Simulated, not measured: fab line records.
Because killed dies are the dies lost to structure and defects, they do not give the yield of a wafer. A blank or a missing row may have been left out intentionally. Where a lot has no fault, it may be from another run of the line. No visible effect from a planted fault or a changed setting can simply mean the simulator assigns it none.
Shared-tool check    flow sky130    Sampled: 11 lots, 33 wafers

== WHY THIS WAS OPENED ==
At SKY_SD_N_RS_MEAS_16 the reading SD_N_RS is flagged on 3 of 11 lots. Fault-free wafers read 68.57 ohm/sq, with a standard deviation of 0.11.
Rule: a lot gets a flag if all its wafers with a number sit over 4 standard deviations from that mean, or if no wafer of it has a number. The rest of the lots are taken to be sound.

lot   measured      on             SD_N_RS (ohm/sq), wafer by wafer  flag
L886  day 30 04:31  film_metro-01  68.36 68.48 68.59                 
L890  day 30 07:10  film_metro-02  68.75 68.72 68.75                 
L891  day 30 08:25  film_metro-02  68.69 68.69 68.65                 
L889  day 30 08:55  film_metro-03  70.87 70.91 70.84                 FLAGGED
L892  day 30 21:35  film_metro-03  70.89 70.97 70.93                 FLAGGED
L895  day 31 13:54  film_metro-01  70.96 70.76 70.88                 FLAGGED
L901  day 34 05:43  film_metro-02  68.55 68.49 68.53                 
L904  day 34 12:38  film_metro-01  68.61 68.52 68.70                 
L903  day 34 13:41  film_metro-02  68.57 68.61 68.48                 
L905  day 34 14:13  film_metro-03  68.32 68.37 68.54                 
L907  day 35 08:04  film_metro-02  68.63 68.68 68.50                 
The numbers of the flagged lots are 70.89 ohm/sq on average: +2.32 ohm/sq against the usual, or +21 standard deviations.

== EACH LOT AND THE TOOL IT RAN ON ==
Before the reading, the record contains 2 process steps out of a 708-step route. Cell contents, in order: the tool; ch with the chambers the sampled wafers went through; the start.
lot   flag     SKY_NWELL_STRIP_14                    SKY_SD_N_RTA_14
L886           plasma_asher-02 ch 0,1, day 4 23:54   rtp_anneal-01 ch 0, day 30 04:20
L890           plasma_asher-04 ch 0, day 6 00:50     rtp_anneal-01 ch 0, day 30 06:59
L891           plasma_asher-02 ch 0,1, day 6 07:50   rtp_anneal-02 ch 0, day 30 08:13
L889  FLAGGED  plasma_asher-01 ch 0,1, day 5 16:13   rtp_anneal-01 ch 0, day 30 08:44
L892  FLAGGED  plasma_asher-02 ch 0,1, day 6 11:21   rtp_anneal-01 ch 0, day 30 21:23
L895  FLAGGED  plasma_asher-02 ch 0,1, day 7 08:22   rtp_anneal-01 ch 0, day 31 13:43
L901           plasma_asher-04 ch 0,1, day 9 06:37   rtp_anneal-02 ch 0, day 34 05:31
L904           plasma_asher-04 ch 0,1, day 9 15:13   rtp_anneal-01 ch 0, day 34 12:28
L903           plasma_asher-01 ch 0,1, day 9 13:32   rtp_anneal-02 ch 0, day 34 13:31
L905           plasma_asher-04 ch 0,1, day 9 20:49   rtp_anneal-01 ch 0, day 34 14:02
L907           plasma_asher-04 ch 0,1, day 10 06:46  rtp_anneal-01 ch 0, day 35 07:53
What the steps here do:
- SKY_NWELL_STRIP_14: strips in O2/N2.
- SKY_SD_N_RTA_14: time 2 s.
- SKY_SD_N_RS_MEAS_16: measures by four-point-probe.

== FLAGGED AGAINST TOTAL, ONE TOOL AT A TIME (gauges that did the reading follow at the end) ==
step                 tool             lots run  flagged  share of the flagged lots  sound lots run after its first flagged lot
SKY_NWELL_STRIP_14   plasma_asher-01  2         1        some                       1 (L903)
SKY_NWELL_STRIP_14   plasma_asher-02  4         2        some                       0
SKY_NWELL_STRIP_14   plasma_asher-04  5         0        none                       -
SKY_SD_N_RTA_14      rtp_anneal-01    8         3        all                        3 (L904,L905,L907)
SKY_SD_N_RTA_14      rtp_anneal-02    3         0        none                       -
SKY_SD_N_RS_MEAS_16  film_metro-01    3         1        some                       1 (L904)
SKY_SD_N_RS_MEAS_16  film_metro-02    5         0        none                       -
SKY_SD_N_RS_MEAS_16  film_metro-03    3         2        some                       1 (L905)

== WHAT THE TABLE ALLOWS ==
1 row of the table ran every flagged lot: rtp_anneal-01 at SKY_SD_N_RTA_14.
- rtp_anneal-01 at SKY_SD_N_RTA_14 ran 8 lots, 3 of them flagged. Lots that were sound ran on it after the first flagged one (L904, L905, L907); a persistent fault on the entire tool would not allow that. Its own readings (lamp_power_pct) fall more than 4 standard deviations out on all wafers of the flagged lots.
No row of the table ran every flagged lot and no sound lot after the first.

== WHAT THE SIMULATOR PUT IN ==
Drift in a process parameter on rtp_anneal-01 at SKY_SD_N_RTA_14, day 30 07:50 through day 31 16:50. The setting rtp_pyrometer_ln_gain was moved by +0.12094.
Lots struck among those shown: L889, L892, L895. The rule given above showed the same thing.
